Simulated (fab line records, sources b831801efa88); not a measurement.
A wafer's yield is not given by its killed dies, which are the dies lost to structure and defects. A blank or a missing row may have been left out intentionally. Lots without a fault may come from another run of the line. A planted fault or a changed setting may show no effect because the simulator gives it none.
What tool caused it? || flow gf180mcu || 32 wafers from 11 lots sampled at 5 of the route's 602 steps

## WHAT EACH GAUGE READ, for each wafer
GF_M4_OVL_MEAS_15. Usual: for M4_OVL the level is 2 nm and the standard deviation is 5.7.
{"lot": "L584", "measured": "day 23 04:22", "on": "overlay-02", "M4_OVL (nm)": "-4 -2 -4", "flag": ""}
{"lot": "L588", "measured": "day 24 17:25", "on": "overlay-01", "M4_OVL (nm)": "3 9 5", "flag": ""}
{"lot": "L589", "measured": "day 24 23:50", "on": "overlay-01", "M4_OVL (nm)": "7 -1 6", "flag": ""}
{"lot": "L590", "measured": "day 25 12:40", "on": "overlay-02", "M4_OVL (nm)": "1 -3 1", "flag": ""}
{"lot": "L593", "measured": "day 26 07:16", "on": "overlay-01", "M4_OVL (nm)": "-6 -5 -13", "flag": ""}
{"lot": "L595", "measured": "day 26 21:40", "on": "overlay-01", "M4_OVL (nm)": "1 -2 1", "flag": ""}
{"lot": "L596", "measured": "day 27 15:34", "on": "overlay-02", "M4_OVL (nm)": "13 20 11", "flag": ""}
{"lot": "L597", "measured": "day 27 20:19", "on": "overlay-01", "M4_OVL (nm)": "-1 -6 -8", "flag": ""}
{"lot": "L602", "measured": "day 29 10:46", "on": "overlay-01", "M4_OVL (nm)": "-10 -8 -5", "flag": ""}
{"lot": "L606", "measured": "day 30 09:39", "on": "overlay-02", "M4_OVL (nm)": "6 3 11", "flag": ""}
{"lot": "L607", "measured": "day 30 19:12", "on": "overlay-01", "M4_OVL (nm)": "9 6", "flag": ""}

GF_V4_RS_MEAS_24: measurement is done with a four-point probe. Usual: for V4_W_RS the level is 0.325 ohm/sq and the standard deviation is 0.0038.
{"lot": "L584", "measured": "day 24 05:56", "on": "film_metro-03", "V4_W_RS (ohm/sq)": "0.327 0.327 0.330", "flag": ""}
{"lot": "L588", "measured": "day 25 18:20", "on": "film_metro-04", "V4_W_RS (ohm/sq)": "0.328 0.320 0.320", "flag": ""}
{"lot": "L589", "measured": "day 26 00:22", "on": "film_metro-03", "V4_W_RS (ohm/sq)": "0.330 0.322 0.324", "flag": ""}
{"lot": "L590", "measured": "day 26 11:58", "on": "film_metro-01", "V4_W_RS (ohm/sq)": "0.320 0.325 0.327", "flag": ""}
{"lot": "L593", "measured": "day 27 05:34", "on": "film_metro-01", "V4_W_RS (ohm/sq)": "0.321 0.327 0.319", "flag": ""}
{"lot": "L595", "measured": "day 27 20:13", "on": "film_metro-01", "V4_W_RS (ohm/sq)": "0.321 0.329 0.322", "flag": ""}
{"lot": "L596", "measured": "day 28 14:32", "on": "film_metro-03", "V4_W_RS (ohm/sq)": "0.327 0.324 0.322", "flag": ""}
{"lot": "L597", "measured": "day 28 18:46", "on": "film_metro-03", "V4_W_RS (ohm/sq)": "0.323 0.325 0.321", "flag": ""}
{"lot": "L602", "measured": "day 30 07:19", "on": "film_metro-03", "V4_W_RS (ohm/sq)": "0.321 0.327 0.190", "flag": "OFF"}
{"lot": "L606", "measured": "day 31 05:28", "on": "film_metro-03", "V4_W_RS (ohm/sq)": "0.327 0.326 0.190", "flag": "OFF"}
{"lot": "L607", "measured": "day 31 14:57", "on": "film_metro-04", "V4_W_RS (ohm/sq)": "0.326 0.193", "flag": "OFF"}

GF_V4_THK_MEAS_25: measures by xrf. Usual: for V4_W_THK the level is 358 nm and the standard deviation is 6.4.
{"lot": "L584", "measured": "day 24 06:01", "on": "film_metro-03", "V4_W_THK (nm)": "363 363 359", "flag": ""}
{"lot": "L588", "measured": "day 25 18:27", "on": "film_metro-04", "V4_W_THK (nm)": "350 359 356", "flag": ""}
{"lot": "L589", "measured": "day 26 00:29", "on": "film_metro-03", "V4_W_THK (nm)": "356 362 364", "flag": ""}
{"lot": "L590", "measured": "day 26 12:05", "on": "film_metro-01", "V4_W_THK (nm)": "366 360 357", "flag": ""}
{"lot": "L593", "measured": "day 27 05:41", "on": "film_metro-01", "V4_W_THK (nm)": "362 357 366", "flag": ""}
{"lot": "L595", "measured": "day 27 20:19", "on": "film_metro-01", "V4_W_THK (nm)": "364 355 360", "flag": ""}
{"lot": "L596", "measured": "day 28 14:38", "on": "film_metro-03", "V4_W_THK (nm)": "359 364 367", "flag": ""}
{"lot": "L597", "measured": "day 28 18:52", "on": "film_metro-03", "V4_W_THK (nm)": "364 360 365", "flag": ""}
{"lot": "L602", "measured": "day 30 07:26", "on": "film_metro-03", "V4_W_THK (nm)": "368 363 -", "flag": ""}
{"lot": "L606", "measured": "day 31 05:35", "on": "film_metro-03", "V4_W_THK (nm)": "360 362 -", "flag": ""}
{"lot": "L607", "measured": "day 31 15:04", "on": "film_metro-04", "V4_W_THK (nm)": "350 -", "flag": ""}

## WHAT TOOL EACH LOT RAN ON (gives the tool, then ch and the chambers of the sampled wafers, and finally the start)
{"lot": "L584", "GF_V3_CMP_04": "cmp-01 ch 2,3, day 21 02:38", "GF_V4_CVD_23": "cvd_w-01 ch 0,1, day 24 05:48"}
{"lot": "L588", "GF_V3_CMP_04": "cmp-01 ch 1,3, day 22 17:54", "GF_V4_CVD_23": "cvd_w-02 ch 0,1, day 25 18:13"}
{"lot": "L589", "GF_V3_CMP_04": "cmp-01 ch 0,1,2, day 23 00:35", "GF_V4_CVD_23": "cvd_w-02 ch 0,1, day 26 00:15"}
{"lot": "L590", "GF_V3_CMP_04": "cmp-02 ch 1,2,3, day 23 13:47", "GF_V4_CVD_23": "cvd_w-02 ch 0,1, day 26 11:52"}
{"lot": "L593", "GF_V3_CMP_04": "cmp-01 ch 0,2,3, day 24 10:24", "GF_V4_CVD_23": "cvd_w-02 ch 0,1, day 27 05:26"}
{"lot": "L595", "GF_V3_CMP_04": "cmp-02 ch 0,1,3, day 25 00:42", "GF_V4_CVD_23": "cvd_w-02 ch 0,1, day 27 20:05"}
{"lot": "L596", "GF_V3_CMP_04": "cmp-01 ch 0,1,2, day 25 19:34", "GF_V4_CVD_23": "cvd_w-01 ch 0,1, day 28 14:26"}
{"lot": "L597", "GF_V3_CMP_04": "cmp-02 ch 0,1,3, day 26 01:04", "GF_V4_CVD_23": "cvd_w-01 ch 0,1, day 28 18:39"}
{"lot": "L602", "GF_V3_CMP_04": "cmp-02 ch 2,3, day 27 17:40", "GF_V4_CVD_23": "cvd_w-01 ch 0,1, day 30 07:13"}
{"lot": "L606", "GF_V3_CMP_04": "cmp-01 ch 0,2, day 28 18:40", "GF_V4_CVD_23": "cvd_w-01 ch 0,1, day 31 05:21"}
{"lot": "L607", "GF_V3_CMP_04": "cmp-02 ch 1, day 29 05:13", "GF_V4_CVD_23": "cvd_w-01 ch 1, day 31 14:50"}
- GF_V3_CMP_04: polishes SiO2.
- GF_V4_CVD_23: deposits W, target thk 350 nm, time 104.9 s.

## AS READ BY THE TOOLS THEMSELVES (means over the sampled wafers that have a number; for cases with no such wafer, the mark the record gives instead)
GF_V3_CMP_04. Usual: motor_current_A 12.2 A, standard deviation 1.8; platen_rpm 60.01 rpm, standard deviation 0.04; time_to_endpoint_s 81 s, standard deviation 4.7.
{"lot": "L584", "tool": "cmp-01", "motor_current_A (A)": 12.1, "platen_rpm (rpm)": 60.04, "time_to_endpoint_s (s)": 85, "flag": ""}
{"lot": "L588", "tool": "cmp-01", "motor_current_A (A)": 13.8, "platen_rpm (rpm)": 60.00, "time_to_endpoint_s (s)": 76, "flag": ""}
{"lot": "L589", "tool": "cmp-01", "motor_current_A (A)": 13.2, "platen_rpm (rpm)": 60.05, "time_to_endpoint_s (s)": 82, "flag": ""}
{"lot": "L590", "tool": "cmp-02", "motor_current_A (A)": 12.6, "platen_rpm (rpm)": 60.02, "time_to_endpoint_s (s)": 81, "flag": ""}
{"lot": "L593", "tool": "cmp-01", "motor_current_A (A)": 12.4, "platen_rpm (rpm)": 60.03, "time_to_endpoint_s (s)": 87, "flag": ""}
{"lot": "L595", "tool": "cmp-02", "motor_current_A (A)": 11.0, "platen_rpm (rpm)": 60.01, "time_to_endpoint_s (s)": 82, "flag": ""}
{"lot": "L596", "tool": "cmp-01", "motor_current_A (A)": 12.5, "platen_rpm (rpm)": 60.00, "time_to_endpoint_s (s)": 83, "flag": ""}
{"lot": "L597", "tool": "cmp-02", "motor_current_A (A)": 11.3, "platen_rpm (rpm)": 60.04, "time_to_endpoint_s (s)": 81, "flag": ""}
{"lot": "L602", "tool": "cmp-02", "motor_current_A (A)": 12.4, "platen_rpm (rpm)": 59.99, "time_to_endpoint_s (s)": 73, "flag": ""}
{"lot": "L606", "tool": "cmp-01", "motor_current_A (A)": 11.8, "platen_rpm (rpm)": 60.03, "time_to_endpoint_s (s)": 84, "flag": ""}
{"lot": "L607", "tool": "cmp-02", "motor_current_A (A)": 13.4, "platen_rpm (rpm)": 59.99, "time_to_endpoint_s (s)": 78, "flag": ""}

GF_V4_CVD_23. Usual: heater_power_outer_w 532 W, standard deviation 32; heater_power_w 857 W, standard deviation 65.
{"lot": "L584", "tool": "cvd_w-01", "heater_power_outer_w (W)": 515, "heater_power_w (W)": 811, "flag": ""}
{"lot": "L588", "tool": "cvd_w-02", "heater_power_outer_w (W)": 517, "heater_power_w (W)": 852, "flag": ""}
{"lot": "L589", "tool": "cvd_w-02", "heater_power_outer_w (W)": 518, "heater_power_w (W)": 834, "flag": ""}
{"lot": "L590", "tool": "cvd_w-02", "heater_power_outer_w (W)": 512, "heater_power_w (W)": 849, "flag": ""}
{"lot": "L593", "tool": "cvd_w-02", "heater_power_outer_w (W)": 518, "heater_power_w (W)": 833, "flag": ""}
{"lot": "L595", "tool": "cvd_w-02", "heater_power_outer_w (W)": 520, "heater_power_w (W)": 854, "flag": ""}
{"lot": "L596", "tool": "cvd_w-01", "heater_power_outer_w (W)": 546, "heater_power_w (W)": 883, "flag": ""}
{"lot": "L597", "tool": "cvd_w-01", "heater_power_outer_w (W)": 560, "heater_power_w (W)": 882, "flag": ""}
{"lot": "L602", "tool": "cvd_w-01", "heater_power_outer_w (W)": 551, "heater_power_w (W)": 885, "flag": ""}
{"lot": "L606", "tool": "cvd_w-01", "heater_power_outer_w (W)": 533, "heater_power_w (W)": 840, "flag": ""}
{"lot": "L607", "tool": "cvd_w-01", "heater_power_outer_w (W)": 573, "heater_power_w (W)": 936, "flag": ""}

## THE ANSWER, worked out from the rows above alone
Rule: a lot counts as off when the mean over its wafers that have a number is more than 3 standard deviations away from the usual mean. Also off: a lot with no number at a reading for which 4 or more lots have one. The other lots that the step has rows for count as sound. The gauges are gone through in route order, then the tools' own readings, and for those a lot's mean is taken as printed above. At the first step where some lot is off, the reading lying furthest off is the one used; lots without a number count as furthest.
Off: L602, L606, L607, at GF_V4_RS_MEAS_24 (V4_W_RS).
A tool fits if, at a process step before that reading, it ran every lot that is off, and no sound lot after the first of them. Those tools and the gauges at GF_V4_RS_MEAS_24 are tried in the same way. One candidate fits, namely cvd_w-01 at GF_V4_CVD_23. A fault onset in the window from L597 (day 28 18:39, its last sound lot) to L602 (day 30 07:13, its first lot off) fits.

## WHAT WAS PUT IN BY THE SIMULATOR
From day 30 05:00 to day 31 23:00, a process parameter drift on cvd_w-01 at GF_V4_CVD_23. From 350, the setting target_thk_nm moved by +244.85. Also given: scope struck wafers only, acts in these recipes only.
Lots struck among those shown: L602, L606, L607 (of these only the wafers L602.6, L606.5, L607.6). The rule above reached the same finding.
